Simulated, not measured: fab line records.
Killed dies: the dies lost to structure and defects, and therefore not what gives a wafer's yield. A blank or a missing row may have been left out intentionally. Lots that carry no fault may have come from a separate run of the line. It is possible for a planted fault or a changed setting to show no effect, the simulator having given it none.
Code-filled problem report in 8D (eight disciplines) form    flow gf180mcu    the parts of the form that need people (team, actions taken, sign-off) are left out

== 1. THE PROBLEM ==
On 3 wafers of 1 lot, oes product au at GF_DNWELL_STRIP_08 has a mean of 0.974 a.u.; fault-free wafers read 0.737 a.u., standard deviation 0.0044. That is +54 standard deviations from the usual mean.
The step: strips in O2/N2.
Earliest sighting: wafer L768.3 on plasma asher-01 at day 3 18:11. The record has a number at this step for 39 wafers belonging to 13 lots. By rule, "out" or "out of limits" means more than 4 standard deviations away from the usual mean. All remaining wafers that have a number are taken as sound.

== 2. WHAT IT IS, WHAT IT ISN'T ==
question                     is                      is not
which readings at this step  oes product au          chamber pressure mTorr, drypump motor current A, heater power w
which lots                   L768                    L765, L766, L775, L776, L778, L779, L780, L781, L783, L784, L786, L787
which wafers of those lots   all that have a number  -
read on which tools          plasma asher-01         plasma asher-02, plasma asher-04
when                         from day 3 18:11        up to then (6 sound wafers); but 30 sound wafers of L775, L776, L778, L779, L780, L781, L783, L784, L786, L787 came after

== 3. SUSPECTS, AND WHAT RULES EACH OUT ==
Counting: a tool at a process step up to the reading stays a suspect if it ran every lot that is out and no sound lot after the first of them.
- plasma asher-01 at GF_DNWELL_STRIP_08 (strips in O2/N2): ruled out as a lasting fault. After its first lot that is out, L768 (day 3 18:11), sound lots L780, L784 ran on it.
Left after counting: nothing in the record.

== 4. THE CAUSE (what the simulator had put in) ==
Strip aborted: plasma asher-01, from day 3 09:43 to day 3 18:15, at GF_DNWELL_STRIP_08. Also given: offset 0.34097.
Counting ruled it out, wrongly.

== 5. THE EFFECT CHAIN, in route order ==
Each row: a reading whose mean over the struck wafers that have a number lies more than 3 standard deviations from the usual. Only readings whose record carries a usual standard deviation are examined. hours: median over the lots of the time between each lot's start at the first step of this table that gives one and its start at this step. sigmas: the change, counted in usual standard deviations.
hours  step                reading         usual       on struck wafers  change  sigmas
0      GF_DNWELL_STRIP_08  oes product au  0.737 a.u.  0.974             +0.237  +54
Here are the process steps it includes:
- GF_DNWELL_STRIP_08: strips in O2/N2.
Readings that are blank on the struck wafers while sound wafers have them: strip time to endpoint s at GF_DNWELL_STRIP_08.
Later steps that measure or inspect, where all struck wafers having a row at the step show a number for every such reading and not one has moved that far: GF_VT_IMPLANT_RS_MEAS_46, GF_DUAL_GATE_OVL_MEAS_11, GF_HV_LDD_CD_MEAS_31.

== 6. HOW IT WOULD HAVE BEEN CAUGHT EARLIER ==
8 hours passed between the start of the fault at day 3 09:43 and the first reading out of limits in this record, taken at day 3 18:11.
